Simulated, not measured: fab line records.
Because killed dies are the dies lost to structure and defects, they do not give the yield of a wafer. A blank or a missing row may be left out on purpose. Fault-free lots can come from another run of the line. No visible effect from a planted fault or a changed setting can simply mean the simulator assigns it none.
Which tool is to blame? || flow gf180mcu || Sampling: 11 lots, 33 wafers, 5 of 602 route steps

WHAT THE GAUGES SHOWED, per wafer
GF_V4_CD_MEAS_14: the cd target is 260 nm.
{"lot": "L993", "measured": "day 24 15:26", "on": "cd_sem-02", "cd_nm (nm)": "260.1 260.7 260.2"}
{"lot": "L994", "measured": "day 24 17:54", "on": "cd_sem-02", "cd_nm (nm)": "260.9 259.8 259.2"}
{"lot": "L995", "measured": "day 25 05:45", "on": "cd_sem-01", "cd_nm (nm)": "260.4 259.1 258.4"}
{"lot": "L997", "measured": "day 25 17:37", "on": "cd_sem-02", "cd_nm (nm)": "258.3 258.4 257.3"}
{"lot": "L102", "measured": "day 27 13:31", "on": "cd_sem-02", "cd_nm (nm)": "260.4 259.9 260.4"}
{"lot": "L103", "measured": "day 27 19:31", "on": "cd_sem-02", "cd_nm (nm)": "261.5 260.6 261.2"}
{"lot": "L104", "measured": "day 28 05:36", "on": "cd_sem-01", "cd_nm (nm)": "258.5 259.6 258.4"}
{"lot": "L108", "measured": "day 29 09:26", "on": "cd_sem-01", "cd_nm (nm)": "263.7 263.2 262.0"}
{"lot": "L112", "measured": "day 30 06:57", "on": "cd_sem-01", "cd_nm (nm)": "263.1 263.0 264.2"}
{"lot": "L114", "measured": "day 30 20:51", "on": "cd_sem-02", "cd_nm (nm)": "260.5 260.1 260.3"}
{"lot": "L116", "measured": "day 31 08:12", "on": "cd_sem-02", "cd_nm (nm)": "260.8 259.9 260.7"}

GF_V4_RS_MEAS_24: measures by four-point-probe.
{"lot": "L993", "measured": "day 24 16:30", "on": "film_metro-01", "V4_W_RS (ohm/sq)": "0.3288 0.3333 0.3293"}
{"lot": "L994", "measured": "day 24 18:58", "on": "film_metro-01", "V4_W_RS (ohm/sq)": "0.3273 0.3289 0.3269"}
{"lot": "L995", "measured": "day 25 06:48", "on": "film_metro-02", "V4_W_RS (ohm/sq)": "0.3324 0.3330 0.3348"}
{"lot": "L997", "measured": "day 25 18:39", "on": "film_metro-02", "V4_W_RS (ohm/sq)": "0.3279 0.3296 0.3277"}
{"lot": "L102", "measured": "day 27 14:41", "on": "film_metro-01", "V4_W_RS (ohm/sq)": "0.9193 0.3295 0.3344"}
{"lot": "L103", "measured": "day 27 20:35", "on": "film_metro-01", "V4_W_RS (ohm/sq)": "0.3313 0.3340 0.3346"}
{"lot": "L104", "measured": "day 28 06:38", "on": "film_metro-02", "V4_W_RS (ohm/sq)": "0.8786 0.3284 0.9040"}
{"lot": "L108", "measured": "day 29 10:28", "on": "film_metro-03", "V4_W_RS (ohm/sq)": "0.3318 0.3324 0.3339"}
{"lot": "L112", "measured": "day 30 07:59", "on": "film_metro-03", "V4_W_RS (ohm/sq)": "0.3323 0.3287 0.3322"}
{"lot": "L114", "measured": "day 30 21:53", "on": "film_metro-01", "V4_W_RS (ohm/sq)": "0.3289 0.3312 0.3310"}
{"lot": "L116", "measured": "day 31 09:14", "on": "film_metro-03", "V4_W_RS (ohm/sq)": "0.3307 0.3328 0.3256"}

GF_V4_THK_MEAS_25: measures by xrf.
{"lot": "L993", "measured": "day 24 16:36", "on": "film_metro-01", "V4_W_THK (nm)": "354 349 354"}
{"lot": "L994", "measured": "day 24 19:05", "on": "film_metro-01", "V4_W_THK (nm)": "358 354 357"}
{"lot": "L995", "measured": "day 25 06:55", "on": "film_metro-02", "V4_W_THK (nm)": "347 345 345"}
{"lot": "L997", "measured": "day 25 18:46", "on": "film_metro-02", "V4_W_THK (nm)": "352 352 352"}
{"lot": "L102", "measured": "day 27 14:48", "on": "film_metro-01", "V4_W_THK (nm)": "128 352 346"}
{"lot": "L103", "measured": "day 27 20:40", "on": "film_metro-01", "V4_W_THK (nm)": "349 348 345"}
{"lot": "L104", "measured": "day 28 06:46", "on": "film_metro-02", "V4_W_THK (nm)": "133 354 130"}
{"lot": "L108", "measured": "day 29 10:34", "on": "film_metro-03", "V4_W_THK (nm)": "347 347 347"}
{"lot": "L112", "measured": "day 30 08:06", "on": "film_metro-03", "V4_W_THK (nm)": "344 348 344"}
{"lot": "L114", "measured": "day 30 22:00", "on": "film_metro-01", "V4_W_THK (nm)": "356 352 351"}
{"lot": "L116", "measured": "day 31 09:21", "on": "film_metro-03", "V4_W_THK (nm)": "351 349 358"}

WHAT TOOL EACH LOT RAN ON (gives the tool, then ch and the chambers of the sampled wafers, and finally the start)
{"lot": "L993", "GF_V4_SPUTTER_21": "pvd_sputter-04, day 24 16:15", "GF_V4_CVD_23": "cvd_w-01 ch 0,1, day 24 16:23"}
{"lot": "L994", "GF_V4_SPUTTER_21": "pvd_sputter-03, day 24 18:45", "GF_V4_CVD_23": "cvd_w-02 ch 0,1, day 24 18:51"}
{"lot": "L995", "GF_V4_SPUTTER_21": "pvd_sputter-04, day 25 06:35", "GF_V4_CVD_23": "cvd_w-02 ch 0,1, day 25 06:41"}
{"lot": "L997", "GF_V4_SPUTTER_21": "pvd_sputter-01, day 25 18:25", "GF_V4_CVD_23": "cvd_w-02 ch 0,1, day 25 18:31"}
{"lot": "L102", "GF_V4_SPUTTER_21": "pvd_sputter-01, day 27 14:28", "GF_V4_CVD_23": "cvd_w-01 ch 0,1, day 27 14:34"}
{"lot": "L103", "GF_V4_SPUTTER_21": "pvd_sputter-01, day 27 20:19", "GF_V4_CVD_23": "cvd_w-02 ch 0,1, day 27 20:26"}
{"lot": "L104", "GF_V4_SPUTTER_21": "pvd_sputter-04, day 28 06:26", "GF_V4_CVD_23": "cvd_w-01 ch 0,1, day 28 06:32"}
{"lot": "L108", "GF_V4_SPUTTER_21": "pvd_sputter-04, day 29 10:13", "GF_V4_CVD_23": "cvd_w-02 ch 0,1, day 29 10:21"}
{"lot": "L112", "GF_V4_SPUTTER_21": "pvd_sputter-01, day 30 07:46", "GF_V4_CVD_23": "cvd_w-02 ch 0,1, day 30 07:52"}
{"lot": "L114", "GF_V4_SPUTTER_21": "pvd_sputter-04, day 30 21:40", "GF_V4_CVD_23": "cvd_w-02 ch 0,1, day 30 21:46"}
{"lot": "L116", "GF_V4_SPUTTER_21": "pvd_sputter-01, day 31 09:01", "GF_V4_CVD_23": "cvd_w-01 ch 0,1, day 31 09:07"}
- GF_V4_SPUTTER_21: material Ti, target thk 15 nm, time 80.02 s.
- GF_V4_CVD_23: deposits W, target thk 350 nm, time 104.9 s.

WHAT THE TOOLS THEMSELVES READ (means of the sampled wafers that have a number; where no wafer has one, the mark that the record gives instead)
GF_V4_SPUTTER_21.
{"lot": "L993", "tool": "pvd_sputter-04", "throttle_valve_pct (%)": 28.8}
{"lot": "L994", "tool": "pvd_sputter-03", "throttle_valve_pct (%)": 30.1}
{"lot": "L995", "tool": "pvd_sputter-04", "throttle_valve_pct (%)": 28.7}
{"lot": "L997", "tool": "pvd_sputter-01", "throttle_valve_pct (%)": 30.0}
{"lot": "L102", "tool": "pvd_sputter-01", "throttle_valve_pct (%)": 31.1}
{"lot": "L103", "tool": "pvd_sputter-01", "throttle_valve_pct (%)": 30.3}
{"lot": "L104", "tool": "pvd_sputter-04", "throttle_valve_pct (%)": 29.1}
{"lot": "L108", "tool": "pvd_sputter-04", "throttle_valve_pct (%)": 29.1}
{"lot": "L112", "tool": "pvd_sputter-01", "throttle_valve_pct (%)": 30.4}
{"lot": "L114", "tool": "pvd_sputter-04", "throttle_valve_pct (%)": 28.4}
{"lot": "L116", "tool": "pvd_sputter-01", "throttle_valve_pct (%)": 30.2}

GF_V4_CVD_23.
{"lot": "L993", "tool": "cvd_w-01", "heater_power_w (W)": 816}
{"lot": "L994", "tool": "cvd_w-02", "heater_power_w (W)": 844}
{"lot": "L995", "tool": "cvd_w-02", "heater_power_w (W)": 841}
{"lot": "L997", "tool": "cvd_w-02", "heater_power_w (W)": 929}
{"lot": "L102", "tool": "cvd_w-01", "heater_power_w (W)": 892}
{"lot": "L103", "tool": "cvd_w-02", "heater_power_w (W)": 831}
{"lot": "L104", "tool": "cvd_w-01", "heater_power_w (W)": 839}
{"lot": "L108", "tool": "cvd_w-02", "heater_power_w (W)": 955}
{"lot": "L112", "tool": "cvd_w-02", "heater_power_w (W)": 847}
{"lot": "L114", "tool": "cvd_w-02", "heater_power_w (W)": 955}
{"lot": "L116", "tool": "cvd_w-01", "heater_power_w (W)": 839}

THE ANSWER, worked out from the rows above alone
Rule: the lots themselves supply what counts as usual. The widest of any qualifying gaps counts: lots, ordered by their means at a reading, are off when they make up no more than a third of the lots, leave a main group of 4 or more, and stand apart from it by 3 or more times the standard deviation of that group's means. A main group whose means are all the same, to the digits that the tables above print for the reading, isn't used. Also off: a lot with no number at a reading for which 4 or more lots have one. All remaining lots with rows at the step are treated as sound. Order of review: gauges by route order, followed by the tools' own readings, for which a lot's mean as printed above is used. At the first step where some lot is off, the reading lying furthest off is the one used; lots without a number count as furthest.
Off: L102, L104, seen at GF_V4_RS_MEAS_24 (V4_W_RS). Main group: mean 0.3308 ohm/sq, sd 0.0019.
If a tool, at a process step before that reading, ran all the lots that are off and no sound lot after the first of them, it fits. The gauges at GF_V4_RS_MEAS_24 are tried like those tools. No candidate that was tried fits.

WHAT THE SIMULATOR HAD INSERTED
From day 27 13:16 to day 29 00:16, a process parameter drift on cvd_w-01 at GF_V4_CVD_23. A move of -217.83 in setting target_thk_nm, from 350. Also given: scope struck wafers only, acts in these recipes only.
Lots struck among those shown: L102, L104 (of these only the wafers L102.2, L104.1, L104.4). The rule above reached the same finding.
